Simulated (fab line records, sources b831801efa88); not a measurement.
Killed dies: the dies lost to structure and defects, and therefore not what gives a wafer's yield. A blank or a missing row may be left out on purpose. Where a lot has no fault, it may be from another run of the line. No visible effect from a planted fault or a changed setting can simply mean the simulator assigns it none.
Which tool was responsible? | flow sky130 | 6 lots, 18 wafers sampled, at 4 steps of a route of 708

## WHAT THE GAUGES SHOWED, per wafer
SKY_METAL3_CD_MEAS_13 targets a cd of 300 nm.
lot  | measured     | on        | cd-nm (nm)
L768 | day 38 21:36 | cd-sem-01 | 298.5 297.2 296.5
L770 | day 39 14:36 | cd-sem-02 | 301.0 301.1 299.7
L774 | day 40 13:28 | cd-sem-02 | 301.6 301.1 301.5
L778 | day 41 11:37 | cd-sem-01 | 298.4 300.1 298.9
L783 | day 43 07:12 | cd-sem-01 | 301.7 301.0 301.3
L786 | day 43 22:37 | cd-sem-01 | 299.4 301.0 299.5

## WHAT TOOL EACH LOT RAN ON (gives the tool, then ch and the chambers of the sampled wafers, and finally the start)
lot  | SKY_VIA2_SPUTTER_20          | SKY_VIA2_CMP_24               | SKY_CAPM_METAL_ETCH_13
L768 | pvd-sputter-01, day 36 16:46 | cmp-01 ch 0,2,3, day 36 17:30 | rie-metal-04 ch 0,1, day 37 19:55
L770 | pvd-sputter-02, day 37 11:37 | cmp-02 ch 2,3, day 37 12:40   | rie-metal-04 ch 1, day 38 14:28
L774 | pvd-sputter-03, day 38 10:47 | cmp-01 ch 1,2,3, day 38 11:15 | rie-metal-04 ch 0, day 39 12:20
L778 | pvd-sputter-02, day 39 10:26 | cmp-02 ch 1,2,3, day 39 10:52 | rie-metal-03 ch 0, day 40 10:46
L783 | pvd-sputter-01, day 41 08:05 | cmp-01 ch 1,2, day 41 08:27   | rie-metal-03 ch 0,1, day 42 08:02
L786 | pvd-sputter-03, day 41 23:19 | cmp-01 ch 0,3, day 41 23:41   | rie-metal-03 ch 0,1, day 42 23:25
- SKY_VIA2_SPUTTER_20: material TiN, target thk 20 nm, time 80 s.
- SKY_VIA2_CMP_24: polishes, stops on SiO2, t overpolish 20 s, target thk 0 nm.
- SKY_CAPM_METAL_ETCH_13: etches TiN in Cl2/BCl3, stops on SiO2, target depth 220 nm, time 62.9 s.

## THE ANSWER, worked out from the rows above alone
Rule: usual is defined by the lots themselves. The widest of any qualifying gaps counts: lots, ordered by their means at a reading, are off when they make up no more than a third of the lots, leave a main group of 4 or more, and stand apart from it by 3 or more times the standard deviation of that group's means. A main group whose means are all the same, to the digits that the tables above print for the reading, isn't used. Also off: a lot with no number at a reading for which 4 or more lots have one. All remaining lots with rows at the step are treated as sound.
No lot is off on any of the readings shown, so nothing can be concluded from this.

## WHAT THE SIMULATOR HAD PUT IN
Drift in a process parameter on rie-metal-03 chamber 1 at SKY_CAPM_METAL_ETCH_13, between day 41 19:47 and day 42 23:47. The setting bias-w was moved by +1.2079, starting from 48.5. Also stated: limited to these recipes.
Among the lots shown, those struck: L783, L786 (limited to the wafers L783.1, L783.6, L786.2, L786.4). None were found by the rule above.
